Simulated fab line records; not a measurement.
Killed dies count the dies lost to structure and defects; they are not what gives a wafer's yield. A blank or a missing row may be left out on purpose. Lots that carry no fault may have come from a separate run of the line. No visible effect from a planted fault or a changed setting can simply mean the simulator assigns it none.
The same fault as seen by 2 desks :: flow gf180mcu :: only its own numbers are on each desk; what lay behind them is given at the end

FROM THE METROLOGY DESK
Lot by lot, what the gauges showed, no matter which tool ran the lot: averages of those sampled wafers that carry a number. Any lot whose mean is over 4 standard deviations away from the usual mean is out of limits and marked OUT; that distance is given in the brackets.
Columns: A = V1_W_RS at GF_V1_RS_MEAS_24, usual 0.328 ohm/sq; B = V1_W_THK at GF_V1_THK_MEAS_25, usual 339 nm
lot: L182
first seen here: day 18 09:38
A: 0.326
B: 342

lot: L183
first seen here: day 18 19:45
A: 0.327
B: 340

lot: L191
first seen here: day 21 11:53
A: 0.648 (+94) OUT
B: 175 (-33) OUT

lot: L193
first seen here: day 22 04:23
A: 0.674 (+99 or more) OUT
B: 168 (-34) OUT

lot: L195
first seen here: day 23 00:24
A: 0.332
B: 336

lot: L197
first seen here: day 23 16:32
A: 0.330
B: 330

lot: L200
first seen here: day 24 21:26
A: 0.328
B: 343

lot: L202
first seen here: day 25 04:18
A: 0.328
B: 341

lot: L203
first seen here: day 25 14:20
A: 0.322
B: 340

lot: L204
first seen here: day 26 00:13
A: 0.324
B: 347

lot: L205
first seen here: day 26 04:32
A: 0.325
B: 347
This desk finds L191, L193 out of limits, with the earliest case on L191 at day 21 11:53 (V1_W_RS at GF_V1_RS_MEAS_24). In limits: L182, L183, L195, L197, L200, L202, L203, L204, L205.

THE TOOL OWNER'S DESK: cvd w-01
The tool's own readings at GF_V1_CVD_23 (deposits W, target thk 350 nm, time 105.05 s): means of the sampled wafers that have a number, for each lot that ran on this tool. Any lot whose mean is over 4 standard deviations away from the usual mean is out of limits and marked OUT; that distance is given in the brackets.
Columns: A = heater power w at GF_V1_CVD_23, usual 866 W
lot: L183
first seen here: day 18 19:38
A: 822

lot: L191
first seen here: day 21 11:46
A: 831

lot: L193
first seen here: day 22 04:16
A: 762

lot: L200
first seen here: day 24 21:19
A: 773

lot: L202
first seen here: day 25 04:11
A: 772

lot: L203
first seen here: day 25 14:13
A: 835

lot: L205
first seen here: day 26 04:25
A: 828
Finding of this desk: none of the 7 lots has anything out of limits.

ALL TOGETHER
The metrology desk could have raised an alarm at day 21 11:53, on L191, L193.
The desk of the tool owner found nothing out of limits.
The tool owner's desk has L191, L193 on record, within its limits.
Of the lots named, all ran GF_V1_CVD_23 on cvd w-01.

WHAT THE SIMULATOR PUT IN
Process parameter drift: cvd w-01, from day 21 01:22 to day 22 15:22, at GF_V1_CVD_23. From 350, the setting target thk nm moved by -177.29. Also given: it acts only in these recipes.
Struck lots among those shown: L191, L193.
Per desk, hours elapsed from the start of the fault to the first reading out of limits: for the metrology desk, 11.
